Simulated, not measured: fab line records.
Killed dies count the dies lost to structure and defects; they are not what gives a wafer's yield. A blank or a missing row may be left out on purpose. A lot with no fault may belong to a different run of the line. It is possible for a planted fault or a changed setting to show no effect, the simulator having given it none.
Chamber matching    flow gf180mcu    GF_V3_CMP_26 on cmp-02 has 4 sister chambers
The step polishes, stops on SiO2, t overpolish 15 s, target thk 0 nm. 16 wafers are shown with their chamber, then 8 later ones without.

WAFERS, EACH WITH ITS CHAMBER
wafer   chamber  motorCurrentA (A)  timeToEndpointS (s)
L398.1  2        10.1               83
L398.3  3        9.5                85
L398.4  1        13.7               95
L399.2  0        10.4               84
L399.4  3        9.3                78
L399.6  1        14.0               89
L403.1  1        13.3               88
L403.5  2        10.1               76
L403.6  3        9.8                76
L404.1  2        10.0               78
L404.2  1        13.5               85
L404.4  3        9.7                77
L408.4  0        10.7               82
L408.5  0        9.5                81
L408.6  1        13.8               83
L410.2  2        9.8                68

SIGNATURES, as means of the wafers listed above
reading          chamber 0  chamber 1  chamber 2  chamber 3  scatter within a chamber
motorCurrentA    10.200     13.660     10.000     9.575      0.327
timeToEndpointS  82.33      88.00      76.25      79.00      4.61
Rule: a wafer's distance from a chamber is the root of the sum, over the readings, of the square of ((its reading less the chamber's mean) divided by the reading's scatter). The wafer belongs to the nearest chamber; if the next one is less than 2 further off, it can't be placed. The scatter: take each reading less its chamber's mean, square it, sum over the shown wafers, divide by the number of wafers less the number of chambers, and take the root.

WAFERS WHOSE CHAMBER IS MISSING
wafer   motorCurrentA (A)  timeToEndpointS (s)
L410.5  10.6               70
L410.6  10.0               67
L419.1  13.9               88
L419.4  10.1               77
L419.5  13.8               84
L420.3  10.4               77
L420.4  9.7                78
L420.6  10.2               82

THE CHAMBER EACH PASSED THROUGH
wafer   from the rows above           in truth
L410.5  can't be placed: 2 or 0 or 3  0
L410.6  can't be placed: 2 or 3 or 0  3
L419.1  1                             1
L419.4  can't be placed: 2 or 0 or 3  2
L419.5  1                             1
L420.3  can't be placed: 2 or 0 or 3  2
L420.4  can't be placed: 3 or 2 or 0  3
L420.6  can't be placed: 0 or 2 or 3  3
Placed correctly: 2 of 8. Unplaceable from these rows: 6, with the true chamber sitting among the candidates in 6. Number placed wrongly: 0.
